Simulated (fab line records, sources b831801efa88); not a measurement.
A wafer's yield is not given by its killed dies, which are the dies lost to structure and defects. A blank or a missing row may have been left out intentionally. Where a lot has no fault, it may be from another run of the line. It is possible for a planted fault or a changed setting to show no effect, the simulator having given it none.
2 desks looking at one fault :: flow sky130 :: each desk has only its own numbers; what lay behind them comes last

FOR THE TOOL OWNER'S DESK: implanter-01
The tool's own readings at SKY_LDD_N_IMPLANT_13, given as means over the sampled wafers that have a number, one for each lot that went through this tool. Marked OUT: a lot whose mean sits more than 4 standard deviations from the usual mean, which makes it out of limits; the brackets give that distance.
Columns: A = dose_ions_cm2 at SKY_LDD_N_IMPLANT_13, usual 5.002e+12; B = end_station_pressure_torr at SKY_LDD_N_IMPLANT_13, usual 5e-06 Torr; C = faraday_current_uA at SKY_LDD_N_IMPLANT_13, usual 28.2
lot: L535
first seen here: day 19 07:22
A: 5.003e+12
B: 5e-06
C: 28.5

lot: L539
first seen here: day 20 16:37
A: 2.077e+12 (-99 or more) OUT
B: 5e-06
C: 11.6 (-27) OUT

lot: L540
first seen here: day 21 02:11
A: 2.070e+12 (-99 or more) OUT
B: 5e-06
C: 11.8 (-27) OUT
This desk's verdict: out of limits on L539, L540, starting with L539 at day 20 16:37 (dose_ions_cm2 at SKY_LDD_N_IMPLANT_13). L535: within limits.

FROM THE METROLOGY DESK
What the gauges read, lot by lot, whatever tool the lot ran on: means of the sampled wafers that have a number. Marked OUT: a lot whose mean sits more than 4 standard deviations from the usual mean, which makes it out of limits; the brackets give that distance.
Columns: A = LDD_N_OVL at SKY_LDD_N_OVL_MEAS_07, usual -0.7 nm
lot: L535
first seen here: day 19 06:34
A: 0.7

lot: L539
first seen here: day 20 15:47
A: 0.5

lot: L540
first seen here: day 21 01:23
A: -2.7

lot: L547
first seen here: day 23 18:55
A: -2.5

lot: L551
first seen here: day 24 22:28
A: -0.7

lot: L554
first seen here: day 26 01:44
A: -0.9
This desk's finding: nothing out of limits on any of the 6 lots.

TAKEN TOGETHER
The tool owner's desk could have raised an alarm at day 20 16:37, on L539, L540.
At the metrology desk, nothing out of limits was observed.
The metrology desk holds a record of L539, L540, inside its limits.
Every lot named ran SKY_LDD_N_IMPLANT_13 on implanter-01.

WHAT HAD BEEN PUT IN BY THE SIMULATOR
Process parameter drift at SKY_LDD_N_IMPLANT_13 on implanter-01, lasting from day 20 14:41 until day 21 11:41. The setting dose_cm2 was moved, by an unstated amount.
Shown lots that were struck: L539, L540.
Time in hours from fault onset to the first out-of-limits reading at each desk: the tool owner's desk, 2.
